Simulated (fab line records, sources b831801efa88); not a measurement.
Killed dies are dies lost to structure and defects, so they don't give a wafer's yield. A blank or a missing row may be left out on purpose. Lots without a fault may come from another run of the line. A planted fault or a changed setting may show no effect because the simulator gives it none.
Split-lot experiment | flow sfq_line | 5 lots, 15 wafers read, on a route of 325 steps

THE SPLIT
At SFQ_TRILAYER_M1_LITHO_COAT_039 (resist thk 600 nm), the setting resist_thk_nm was moved away from the recipe's 600 nm on 3 of the 15 wafers read, by +3.4% to +4.9%. The other wafers ran this setting at the recipe's value.

FROM THE SPLIT TO THE READING: what the file shows between them, 3 steps
- SFQ_TRILAYER_M1_LITHO_SOFTBAKE_043
- SFQ_TRILAYER_M1_LITHO_EXPOSE_040: exposes mask M1, target cd 500 nm
- SFQ_TRILAYER_M1_LITHO_DEVELOP_041: time 60 s

THE READING
KrF_of_TRILAYER_M1_LITHO_COAT_039.thk_nm (the simulator's own value, which no gauge read), in nm, at SFQ_TRILAYER_M1_BARC_OPEN_METAL_ETCH_054 (etches BARC in O2, target depth 125 nm, time 41.7 s). The file gives no usual value for it. The 12 wafers here that ran the recipe average 522.5 nm, standard deviation 0.92 nm.

wafer  | tool, chamber at the split | resist_thk_nm as run, nm | against the recipe | KrF_of_TRILAYER_M1_LITHO_COAT_039.thk_nm, nm | against lot-mates on the recipe
L076.1 | litho_track-04, 0          | 600                      | recipe             | 521.4                                        | -
L076.2 | litho_track-04, 0          | 600                      | recipe             | 521.7                                        | -
L076.3 | litho_track-04, 0          | 600                      | recipe             | 522.8                                        | -
L076.5 | litho_track-04, 0          | 600                      | recipe             | 521                                          | -
L076.6 | litho_track-04, 0          | 600                      | recipe             | 522.6                                        | -
L077.4 | litho_track-01, 0          | 600                      | recipe             | 522.8                                        | -
L077.5 | litho_track-01, 0          | 628.6                    | +4.8%              | 549.8                                        | +27.0
L079.1 | litho_track-04, 0          | 600                      | recipe             | 523.8                                        | -
L079.3 | litho_track-04, 0          | 629.6                    | +4.9%              | 553.9                                        | +30.2
L079.4 | litho_track-04, 0          | 600                      | recipe             | 523.5                                        | -
L081.1 | litho_track-01, 0          | 600                      | recipe             | 523.4                                        | -
L081.3 | litho_track-01, 0          | 600                      | recipe             | 523.1                                        | -
L081.4 | litho_track-01, 0          | 600                      | recipe             | 521.1                                        | -
L083.3 | litho_track-04, 0          | 600                      | recipe             | 522.3                                        | -
L083.6 | litho_track-04, 0          | 620.3                    | +3.4%              | 541.3                                        | +19.0

THE FIT
A straight line over all 15 wafers: KrF_of_TRILAYER_M1_LITHO_COAT_039.thk_nm changes by +5.98 nm for each +1% of resist_thk_nm; r = +0.99; the points scatter about the line by 1.1 nm.
The same after taking each lot's own level away (the mean of its wafers on the recipe; 15 wafers): +5.85 nm for each +1%; r = +1.00; scatter 0.83 nm.
On that fit, the largest move of resist_thk_nm shifts the reading by 29 nm.
The lots' own levels span 521.90 to 523.65 nm, that is 1.9 times the standard deviation above.
So the lot-to-lot level changes the slope little: the two slopes agree.
Check: with one of the wafers moved furthest among these (+4.9%) left out of the fit, the line predicts +27.9 nm for it against its lot-mates. It came out at +30.2 nm against them.

THE WHOLE CHAIN: every reading that the file lists as answering this split, in the file's order
step                                     | what it does                                        | reading                                                                                   | change (the file's fit)              | r (the file's)
SFQ_TRILAYER_M1_LITHO_COAT_039           | resist thk 600 nm                                   | KrF_of_TRILAYER_M1_LITHO_COAT_039.thk_nm (the simulator's own value, which no gauge read) | +5.82 nm for each +1% of the setting | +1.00
SFQ_TRILAYER_M1_BARC_OPEN_METAL_ETCH_054 | etches BARC in O2, target depth 125 nm, time 41.7 s | KrF_of_TRILAYER_M1_LITHO_COAT_039.thk_nm (the simulator's own value, which no gauge read) | +5.89 nm for each +1% of the setting | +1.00

THE FILE'S OWN FIT
KrF_of_TRILAYER_M1_LITHO_COAT_039.thk_nm changes by +5.89 nm for each +1% of resist_thk_nm, r = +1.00.
